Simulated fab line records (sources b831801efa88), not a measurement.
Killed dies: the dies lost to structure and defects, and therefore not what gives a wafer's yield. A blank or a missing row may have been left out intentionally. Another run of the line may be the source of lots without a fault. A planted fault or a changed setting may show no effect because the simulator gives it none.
8D (eight disciplines) problem report, filled in by code	flow sky130	the parts of the form that need people (team, actions taken, sign-off) are left out

== 1. PROBLEM STATEMENT ==
Mean VIA1_HDPCVD_THK at SKY_VIA1_THK_MEAS_01: 839 nm over 6 wafers in 2 lots; fault-free wafers: 1040 nm, standard deviation 9.4. That is -21 standard deviations from the usual mean.
First observed at day 39 04:32: wafer L406.3, on film-metro-03. The record holds 36 wafers of 12 lots with a number at this step. By rule, "out" or "out of limits" means more than 4 standard deviations away from the usual mean. All remaining wafers that have a number are taken as sound.

== 2. WHAT IT IS, AND WHAT IT ISN'T ==
question	is	is not
which readings at this step	VIA1_HDPCVD_THK	-
which lots	L406, L407	L386, L387, L389, L392, L393, L394, L396, L401, L408, L409
which wafers of those lots	all that have a number	-
read on which gauges	film-metro-03	film-metro-01, film-metro-02
when	from day 39 04:32	up to then (24 sound wafers); but 6 sound wafers of L408, L409 came after

== 3. SUSPECTS, AND WHAT RULES EACH OUT ==
Counting: any tool at a process step up to the reading is kept as a suspect provided that every lot that is out went through it and no sound lot did after the first of them.
- ruled out: the gauge at SKY_VIA1_THK_MEAS_01. All the wafers that are out were read on film-metro-03, but those of them that SKY_VIA1_HDPCVD_00 has rows for are out there too, on other tools.
- hdpcvd-02 at SKY_VIA1_HDPCVD_00 (deposits SiO2, target thk 1030 nm, time 171.7 s): kept. It ran every lot that is out, first L406 (day 39 04:25), and no sound lot after that; its last sound lot up to then is L396 (day 36 17:10). Its own readings are out on those wafers: sih4-flow-sccm.
The count leaves hdpcvd-02 at SKY_VIA1_HDPCVD_00.

== 4. THE CAUSE (what the simulator had put in) ==
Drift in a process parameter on hdpcvd-02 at SKY_VIA1_HDPCVD_00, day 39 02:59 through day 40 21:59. From 60, the setting sih4-flow-sccm moved by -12. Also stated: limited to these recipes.
The count eliminated every tool but this one.

== 5. THE CHAIN OF EFFECTS, in route order ==
Rows list readings where the struck wafers' mean (over those with a number) sits beyond 3 standard deviations from the usual. Readings are gone through only where the record gives a usual standard deviation; hours: the median, over the lots, of the time from a lot's start at the first step in this table giving one to that lot's start at this step; sigmas: the change measured in usual standard deviations.
hours	step	reading	usual	on struck wafers	change	sigmas
0	SKY_VIA1_HDPCVD_00	sih4-flow-sccm	59.99 sccm	48.01	-11.98	-75
0	SKY_VIA1_THK_MEAS_01	VIA1_HDPCVD_THK	1040 nm	839	-201	-21
Process steps it contains:
- SKY_VIA1_HDPCVD_00: deposits SiO2, target thk 1030 nm, time 171.7 s.
At these later measuring or inspecting steps, every struck wafer for which the step has a row has a number for every such reading, and none has moved that far: SKY_METAL2_CD_MEAS_15.

== 6. HOW IT WOULD HAVE BEEN CAUGHT EARLIER ==
2 hours passed between the start of the fault at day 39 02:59 and the first reading out of limits at a measuring or inspecting step in this record, taken at day 39 04:32.
At SKY_VIA1_HDPCVD_00, the tool's own readings (sih4-flow-sccm) were out on each struck wafer the step has a row for, so an alarm limit on them would have fired on the first such wafer.
Lots out: 2; of these, L407 started SKY_VIA1_HDPCVD_00 on hdpcvd-02 after day 39 04:32. Putting the tool on hold at that point would have spared it.
